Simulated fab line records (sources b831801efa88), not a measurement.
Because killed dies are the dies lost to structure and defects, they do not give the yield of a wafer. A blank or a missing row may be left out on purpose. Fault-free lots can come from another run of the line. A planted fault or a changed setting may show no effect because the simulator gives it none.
Chamber matching -- flow gf180mcu -- 3 sister chambers for GF_V4_CVD_02 on pecvd-01
The step deposits SiO2 from TEOS, target thk 850 nm, time 94.851 s. 6 wafers are shown with their chamber, then 9 later ones without.

WAFERS, EACH WITH ITS CHAMBER
wafer,chamber,heater_power_w (W),susceptor_temp_C (C)
L083.1,2,631,400.17
L083.3,1,611,400.25
L083.6,1,634,399.96
L084.1,0,749,400.07
L084.3,2,697,399.90
L084.4,0,612,400.25

WAFERS WHOSE CHAMBER IS MISSING
wafer,heater_power_w (W),susceptor_temp_C (C)
L089.1,542,400.13
L089.3,589,400.10
L089.6,647,400.08
L090.2,679,400.06
L090.3,636,399.81
L090.5,717,400.26
L094.2,695,399.92
L094.3,736,400.04
L094.5,653,400.42

WHICH CHAMBER EACH WENT THROUGH
wafer,from the rows above,in truth
L089.1,can't be placed: 1 or 2 or 0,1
L089.3,can't be placed: 1 or 2 or 0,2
L089.6,can't be placed: 2 or 1 or 0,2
L090.2,can't be placed: 2 or 0 or 1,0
L090.3,can't be placed: 2 or 1 or 0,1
L090.5,can't be placed: 0 or 2 or 1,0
L094.2,can't be placed: 2 or 0 or 1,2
L094.3,can't be placed: 0 or 2 or 1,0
L094.5,can't be placed: 0 or 1 or 2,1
Placed correctly: 0 of 9. Cannot be placed on the basis of these rows: 9; the candidates contain the true chamber in 9. Placed wrongly: 0.
How it was worked out, from the rows above alone: a wafer's distance from a chamber is the root of the sum, over the readings, of the square of ((its reading less the chamber's mean) divided by the reading's scatter). The wafer belongs to the nearest chamber; if the next one is less than 2 further off, it can't be placed. Each chamber's mean is taken over the wafers shown for it. The scatter: the root of (the sum of the squares of (reading less its chamber's mean) over the shown wafers, divided by (wafers less chambers)).
